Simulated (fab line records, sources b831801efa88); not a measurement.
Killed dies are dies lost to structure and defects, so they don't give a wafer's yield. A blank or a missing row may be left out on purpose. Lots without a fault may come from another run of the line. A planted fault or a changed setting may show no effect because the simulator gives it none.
Which tool did it? | flow sky130 | 13 lots, 39 wafers sampled, at 2 steps of a route of 708

WHAT THE GAUGES READ, wafer by wafer
SKY_VIA4_THK_MEAS_20: measures by xrf. Usual: VIA4_W_THK 489 nm, standard deviation 7.8.
lot  | measured     | on            | VIA4_W_THK (nm) | flag
L963 | day 42 17:07 | film_metro-01 | 481 493 495     |
L964 | day 42 21:35 | film_metro-03 | 485 489 487     |
L966 | day 43 18:55 | film_metro-02 | 482 475 475     |
L967 | day 44 09:02 | film_metro-01 | 493 506 504     |
L969 | day 46 09:20 | film_metro-01 | 502 502 497     |
L970 | day 46 12:53 | film_metro-02 | 482 487 485     |
L973 | day 46 10:26 | film_metro-01 | 482 490 489     |
L974 | day 46 14:22 | film_metro-02 | 481 481 483     |
L976 | day 46 15:23 | film_metro-02 | 491 491 488     |
L977 | day 46 15:44 | film_metro-02 | 490 482 490     |
L980 | day 47 02:49 | film_metro-03 | 480 483 479     |
L985 | day 49 01:39 | film_metro-02 | 480 477 478     |
L986 | day 49 02:46 | film_metro-01 | 488 485 486     |

WHICH TOOL RAN EACH LOT (tool, then ch and the chambers of the sampled wafers, then the start)
lot  | SKY_GATE_OXIDE_OXIDATION_16
L963 | furnace-01 ch 0, day 13 18:12
L964 | furnace-01 ch 0, day 14 02:37
L966 | furnace-02 ch 0, day 15 02:00
L967 | furnace-01 ch 0, day 15 21:58
L969 | furnace-02 ch 0, day 17 08:42
L970 | furnace-02 ch 0, day 17 08:42
L973 | furnace-02 ch 0, day 17 08:42
L974 | furnace-01 ch 0, day 17 21:08
L976 | furnace-01 ch 0, day 18 08:24
L977 | furnace-01 ch 0, day 18 21:38
L980 | furnace-01 ch 0, day 19 20:59
L985 | furnace-01 ch 0, day 22 16:07
L986 | furnace-01 ch 0, day 22 16:07
- SKY_GATE_OXIDE_OXIDATION_16: stabilise 600 s, purge 300 s, target thk 3.57 nm.

WHAT THE TOOLS THEMSELVES READ (means of the sampled wafers that have a number; where no wafer has one, the mark that the record gives instead)
SKY_GATE_OXIDE_OXIDATION_16. Usual: spike_tc_centre_C 800.5 C, standard deviation 1.2.
lot  | tool       | spike_tc_centre_C (C) | flag
L963 | furnace-01 | 801.4                 |
L964 | furnace-01 | 799.4                 |
L966 | furnace-02 | 801.0                 |
L967 | furnace-01 | 799.7                 |
L969 | furnace-02 | 801.5                 |
L970 | furnace-02 | 801.0                 |
L973 | furnace-02 | 800.8                 |
L974 | furnace-01 | 801.5                 |
L976 | furnace-01 | 801.3                 |
L977 | furnace-01 | 799.4                 |
L980 | furnace-01 | 800.1                 |
L985 | furnace-01 | 800.3                 |
L986 | furnace-01 | 798.4                 |

THE ANSWER, worked out from the rows above alone
Rule: a lot is off if the mean of its wafers that have a number lies more than 3 standard deviations from the usual mean. A lot without any number at a reading at which 4 lots or more have one is off too. The other lots that the step has rows for count as sound. The gauges are gone through in route order, then the tools' own readings, and for those a lot's mean is taken as printed above. The first step at which some lot is off is used, and at that step the reading that is off furthest; a lot without a number counts as furthest.
No lot is off at any reading shown: from this, nothing can be told.

WHAT THE SIMULATOR HAD PUT IN
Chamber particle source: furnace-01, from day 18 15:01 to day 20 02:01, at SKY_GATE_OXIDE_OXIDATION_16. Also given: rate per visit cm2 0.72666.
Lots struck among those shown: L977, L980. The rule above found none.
